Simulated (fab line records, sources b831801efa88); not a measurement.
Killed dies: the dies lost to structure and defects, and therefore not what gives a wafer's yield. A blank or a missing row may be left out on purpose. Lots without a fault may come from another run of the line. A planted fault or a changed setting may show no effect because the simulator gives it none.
What tool caused it? || flow sky130 || 15 lots with 45 wafers sampled at 4 steps, on a route of 708 steps

## WHAT EACH GAUGE READ, for each wafer
SKY_DNWELL_TW_MEAS_09.
{"lot": "L842", "measured": "day 3 19:43", "on": "filmMetro-01", "DNWELL_TW": "1134 1135 1136"}
{"lot": "L843", "measured": "day 3 19:20", "on": "filmMetro-03", "DNWELL_TW": "1111 1113 1112"}
{"lot": "L845", "measured": "day 4 01:02", "on": "filmMetro-03", "DNWELL_TW": "1103 1102 1094"}
{"lot": "L846", "measured": "day 4 05:57", "on": "filmMetro-01", "DNWELL_TW": "1152 1147 1151"}
{"lot": "L848", "measured": "day 4 17:33", "on": "filmMetro-02", "DNWELL_TW": "1116 1121 1119"}
{"lot": "L853", "measured": "day 5 20:38", "on": "filmMetro-02", "DNWELL_TW": "1114 1116 1118"}
{"lot": "L857", "measured": "day 7 07:29", "on": "filmMetro-03", "DNWELL_TW": "1101 1100 1101"}
{"lot": "L858", "measured": "day 7 07:55", "on": "filmMetro-02", "DNWELL_TW": "1126 1121 1117"}
{"lot": "L860", "measured": "day 7 14:14", "on": "filmMetro-03", "DNWELL_TW": "1111 1106 1109"}
{"lot": "L862", "measured": "day 8 04:23", "on": "filmMetro-03", "DNWELL_TW": "1104 1103 1103"}
{"lot": "L863", "measured": "day 8 04:05", "on": "filmMetro-02", "DNWELL_TW": "1119 1123 1121"}
{"lot": "L864", "measured": "day 8 15:00", "on": "filmMetro-03", "DNWELL_TW": "1104 1102 1100"}

SKY_PWDE_OVL_MEAS_07.
{"lot": "L842", "measured": "day 4 12:45", "on": "overlay-01", "PWDE_OVL (nm)": "0.5 2.0 -0.7"}
{"lot": "L843", "measured": "day 4 12:41", "on": "overlay-02", "PWDE_OVL (nm)": "1.5 1.4 0.1"}
{"lot": "L845", "measured": "day 4 19:02", "on": "overlay-01", "PWDE_OVL (nm)": "1.2 2.4 0.9"}
{"lot": "L846", "measured": "day 4 23:24", "on": "overlay-01", "PWDE_OVL (nm)": "-0.3 -0.7 -0.1"}
{"lot": "L848", "measured": "day 5 12:09", "on": "overlay-02", "PWDE_OVL (nm)": "-3.5 -0.4 0.2"}
{"lot": "L853", "measured": "day 6 12:59", "on": "overlay-01", "PWDE_OVL (nm)": "-0.8 0.0 0.8"}
{"lot": "L857", "measured": "day 8 03:29", "on": "overlay-01", "PWDE_OVL (nm)": "-1.6 -1.4 -0.8"}
{"lot": "L858", "measured": "day 8 04:13", "on": "overlay-02", "PWDE_OVL (nm)": "-3.0 -0.2 0.0"}
{"lot": "L860", "measured": "day 8 10:29", "on": "overlay-01", "PWDE_OVL (nm)": "0.7 1.1 1.7"}
{"lot": "L862", "measured": "day 9 00:47", "on": "overlay-01", "PWDE_OVL (nm)": "0.3 -0.5 -0.1"}
{"lot": "L863", "measured": "day 9 00:26", "on": "overlay-01", "PWDE_OVL (nm)": "-0.3 0.4 0.6"}
{"lot": "L864", "measured": "day 9 12:29", "on": "overlay-02", "PWDE_OVL (nm)": "-1.3 0.1 -1.5"}

## EACH LOT AND THE TOOL THAT RAN IT (in order: tool; ch and the chambers of the sampled wafers; start)
{"lot": "L842", "SKY_FIELD_ISO_ETCH_14": "rieDiel-01 ch 1,2,3, day 2 14:37", "SKY_FIELD_ISO_ANNEAL_26": "furnace-01 ch 0, day 2 21:45"}
{"lot": "L843", "SKY_FIELD_ISO_ETCH_14": "rieDiel-04 ch 0,1,3, day 2 15:28", "SKY_FIELD_ISO_ANNEAL_26": "furnace-01 ch 0, day 2 21:45"}
{"lot": "L845", "SKY_FIELD_ISO_ETCH_14": "rieDiel-01 ch 1,2, day 3 00:19", "SKY_FIELD_ISO_ANNEAL_26": "furnace-02 ch 0, day 3 04:52"}
{"lot": "L846", "SKY_FIELD_ISO_ETCH_14": "rieDiel-01 ch 0,1,2, day 3 04:58", "SKY_FIELD_ISO_ANNEAL_26": "furnace-01 ch 0, day 3 08:50"}
{"lot": "L848", "SKY_FIELD_ISO_ETCH_14": "rieDiel-04 ch 0,1,3, day 3 18:19", "SKY_FIELD_ISO_ANNEAL_26": "furnace-01 ch 0, day 3 20:34"}
{"lot": "L849", "SKY_FIELD_ISO_ETCH_14": "rieDiel-01 ch 0,3, day 3 22:34", "SKY_FIELD_ISO_ANNEAL_26": "furnace-02, day 4 01:00"}
{"lot": "L850", "SKY_FIELD_ISO_ETCH_14": "rieDiel-02 ch 1,2,3, day 4 03:31", "SKY_FIELD_ISO_ANNEAL_26": "furnace-01, day 4 06:00"}
{"lot": "L851", "SKY_FIELD_ISO_ETCH_14": "rieDiel-02 ch 1,3, day 4 10:43", "SKY_FIELD_ISO_ANNEAL_26": "furnace-01, day 4 12:37"}
{"lot": "L853", "SKY_FIELD_ISO_ETCH_14": "rieDiel-04 ch 0,2,3, day 4 19:25", "SKY_FIELD_ISO_ANNEAL_26": "furnace-02 ch 0, day 4 22:22"}
{"lot": "L857", "SKY_FIELD_ISO_ETCH_14": "rieDiel-02 ch 1,2, day 5 16:19", "SKY_FIELD_ISO_ANNEAL_26": "furnace-02 ch 0, day 6 07:51"}
{"lot": "L858", "SKY_FIELD_ISO_ETCH_14": "rieDiel-04 ch 0,1,3, day 5 20:31", "SKY_FIELD_ISO_ANNEAL_26": "furnace-02 ch 0, day 6 07:51"}
{"lot": "L860", "SKY_FIELD_ISO_ETCH_14": "rieDiel-04 ch 0,2,3, day 6 08:37", "SKY_FIELD_ISO_ANNEAL_26": "furnace-01 ch 0, day 6 14:14"}
{"lot": "L862", "SKY_FIELD_ISO_ETCH_14": "rieDiel-04 ch 0,2,3, day 7 00:49", "SKY_FIELD_ISO_ANNEAL_26": "furnace-01 ch 0, day 7 02:43"}
{"lot": "L863", "SKY_FIELD_ISO_ETCH_14": "rieDiel-02 ch 0,2,3, day 7 01:52", "SKY_FIELD_ISO_ANNEAL_26": "furnace-02 ch 0, day 7 03:54"}
{"lot": "L864", "SKY_FIELD_ISO_ETCH_14": "rieDiel-01 ch 1,2,3, day 7 11:13", "SKY_FIELD_ISO_ANNEAL_26": "furnace-01 ch 0, day 7 13:26"}
- SKY_FIELD_ISO_ETCH_14: etches BARC in N2/H2, stops on SiO2, time 45.9 s, target depth 60 nm.
- SKY_FIELD_ISO_ANNEAL_26: time 1800 s.

## WHAT THE TOOLS THEMSELVES READ (means of the sampled wafers that have a number; where no wafer has one, the mark that the record gives instead)
SKY_FIELD_ISO_ETCH_14.
{"lot": "L842", "tool": "rieDiel-01", "drypumpMotorCurrentA (A)": 6.0, "oesProductAu (a.u.)": 0.850, "throttleValvePct (%)": 13.228}
{"lot": "L843", "tool": "rieDiel-04", "drypumpMotorCurrentA (A)": 5.5, "oesProductAu (a.u.)": 0.854, "throttleValvePct (%)": 13.224}
{"lot": "L845", "tool": "rieDiel-01", "drypumpMotorCurrentA (A)": 5.6, "oesProductAu (a.u.)": 0.853, "throttleValvePct (%)": 13.229}
{"lot": "L846", "tool": "rieDiel-01", "drypumpMotorCurrentA (A)": 5.8, "oesProductAu (a.u.)": 0.853, "throttleValvePct (%)": 13.224}
{"lot": "L848", "tool": "rieDiel-04", "drypumpMotorCurrentA (A)": 5.5, "oesProductAu (a.u.)": 0.854, "throttleValvePct (%)": 13.215}
{"lot": "L849", "tool": "rieDiel-01", "drypumpMotorCurrentA (A)": 6.1, "oesProductAu (a.u.)": 0.855, "throttleValvePct (%)": 13.227}
{"lot": "L850", "tool": "rieDiel-02", "drypumpMotorCurrentA (A)": 5.5, "oesProductAu (a.u.)": 0.855, "throttleValvePct (%)": 13.227}
{"lot": "L851", "tool": "rieDiel-02", "drypumpMotorCurrentA (A)": 5.4, "oesProductAu (a.u.)": 0.856, "throttleValvePct (%)": 13.222}
{"lot": "L853", "tool": "rieDiel-04", "drypumpMotorCurrentA (A)": 5.4, "oesProductAu (a.u.)": 0.849, "throttleValvePct (%)": 13.223}
{"lot": "L857", "tool": "rieDiel-02", "drypumpMotorCurrentA (A)": 5.2, "oesProductAu (a.u.)": 0.856, "throttleValvePct (%)": 13.233}
{"lot": "L858", "tool": "rieDiel-04", "drypumpMotorCurrentA (A)": 5.5, "oesProductAu (a.u.)": 0.857, "throttleValvePct (%)": 13.224}
{"lot": "L860", "tool": "rieDiel-04", "drypumpMotorCurrentA (A)": 5.3, "oesProductAu (a.u.)": 0.853, "throttleValvePct (%)": 13.223}
{"lot": "L862", "tool": "rieDiel-04", "drypumpMotorCurrentA (A)": 5.3, "oesProductAu (a.u.)": 0.855, "throttleValvePct (%)": 13.235}
{"lot": "L863", "tool": "rieDiel-02", "drypumpMotorCurrentA (A)": 5.9, "oesProductAu (a.u.)": 0.856, "throttleValvePct (%)": 13.221}
{"lot": "L864", "tool": "rieDiel-01", "drypumpMotorCurrentA (A)": 6.0, "oesProductAu (a.u.)": 0.856, "throttleValvePct (%)": 13.235}

SKY_FIELD_ISO_ANNEAL_26.
{"lot": "L842", "tool": "furnace-01", "spikeTcBottomC (C)": 1022.1, "spikeTcCentreC (C)": 1001.5, "spikeTcUpperC (C)": 1000.8, "zonePowerLowerPct (%)": 24.5}
{"lot": "L843", "tool": "furnace-01", "spikeTcBottomC (C)": 1022.3, "spikeTcCentreC (C)": 1001.1, "spikeTcUpperC (C)": 1000.3, "zonePowerLowerPct (%)": 24.7}
{"lot": "L845", "tool": "furnace-02", "spikeTcBottomC (C)": 1018.4, "spikeTcCentreC (C)": 1001.9, "spikeTcUpperC (C)": 1000.2, "zonePowerLowerPct (%)": 19.7}
{"lot": "L846", "tool": "furnace-01", "spikeTcBottomC (C)": 1021.4, "spikeTcCentreC (C)": 1000.6, "spikeTcUpperC (C)": 1000.1, "zonePowerLowerPct (%)": 24.6}
{"lot": "L848", "tool": "furnace-01", "spikeTcBottomC (C)": 1022.1, "spikeTcCentreC (C)": 1000.3, "spikeTcUpperC (C)": 999.9, "zonePowerLowerPct (%)": 24.3}
{"lot": "L849", "tool": "furnace-02", "spikeTcBottomC (C)": "-", "spikeTcCentreC (C)": "-", "spikeTcUpperC (C)": "-", "zonePowerLowerPct (%)": "-"}
{"lot": "L850", "tool": "furnace-01", "spikeTcBottomC (C)": "-", "spikeTcCentreC (C)": "-", "spikeTcUpperC (C)": "-", "zonePowerLowerPct (%)": "-"}
{"lot": "L851", "tool": "furnace-01", "spikeTcBottomC (C)": "-", "spikeTcCentreC (C)": "-", "spikeTcUpperC (C)": "-", "zonePowerLowerPct (%)": "-"}
{"lot": "L853", "tool": "furnace-02", "spikeTcBottomC (C)": 1018.4, "spikeTcCentreC (C)": 1000.7, "spikeTcUpperC (C)": 1000.8, "zonePowerLowerPct (%)": 20.0}
{"lot": "L857", "tool": "furnace-02", "spikeTcBottomC (C)": 1020.0, "spikeTcCentreC (C)": 1002.3, "spikeTcUpperC (C)": 1000.7, "zonePowerLowerPct (%)": 19.5}
{"lot": "L858", "tool": "furnace-02", "spikeTcBottomC (C)": 1018.2, "spikeTcCentreC (C)": 1002.4, "spikeTcUpperC (C)": 1000.5, "zonePowerLowerPct (%)": 20.0}
{"lot": "L860", "tool": "furnace-01", "spikeTcBottomC (C)": 1022.5, "spikeTcCentreC (C)": 1001.0, "spikeTcUpperC (C)": 1000.0, "zonePowerLowerPct (%)": 24.5}
{"lot": "L862", "tool": "furnace-01", "spikeTcBottomC (C)": 1022.4, "spikeTcCentreC (C)": 1000.2, "spikeTcUpperC (C)": 999.2, "zonePowerLowerPct (%)": 24.3}
{"lot": "L863", "tool": "furnace-02", "spikeTcBottomC (C)": 1018.4, "spikeTcCentreC (C)": 1003.0, "spikeTcUpperC (C)": 1000.9, "zonePowerLowerPct (%)": 19.7}
{"lot": "L864", "tool": "furnace-01", "spikeTcBottomC (C)": 1022.0, "spikeTcCentreC (C)": 1000.9, "spikeTcUpperC (C)": 1000.0, "zonePowerLowerPct (%)": 24.4}

## THE ANSWER, worked out from the rows above alone
Rule: usual is defined by the lots themselves. The widest of any qualifying gaps counts: lots, ordered by their means at a reading, are off when they make up no more than a third of the lots, leave a main group of 4 or more, and stand apart from it by 3 or more times the standard deviation of that group's means. If all means in a main group match to the digits the tables above print for the reading, that group is not used. A lot without any number at a reading at which 4 lots or more have one is off too. All remaining lots with rows at the step are treated as sound. The gauges are gone through in route order, then the tools' own readings, and for those a lot's mean is taken as printed above. At the first step where some lot is off, the reading lying furthest off is the one used; lots without a number count as furthest.
Off at SKY_FIELD_ISO_ANNEAL_26 (spikeTcBottomC): L849, L850, L851. Without a number there: L849, L850, L851. The main group: mean 1020.7 C, standard deviation 1.8.
A tool fits if, at that step or a process step before it, it ran every lot that is off, and no sound lot after the first of them. No candidate that was tried fits.

## WHAT THE SIMULATOR PUT IN
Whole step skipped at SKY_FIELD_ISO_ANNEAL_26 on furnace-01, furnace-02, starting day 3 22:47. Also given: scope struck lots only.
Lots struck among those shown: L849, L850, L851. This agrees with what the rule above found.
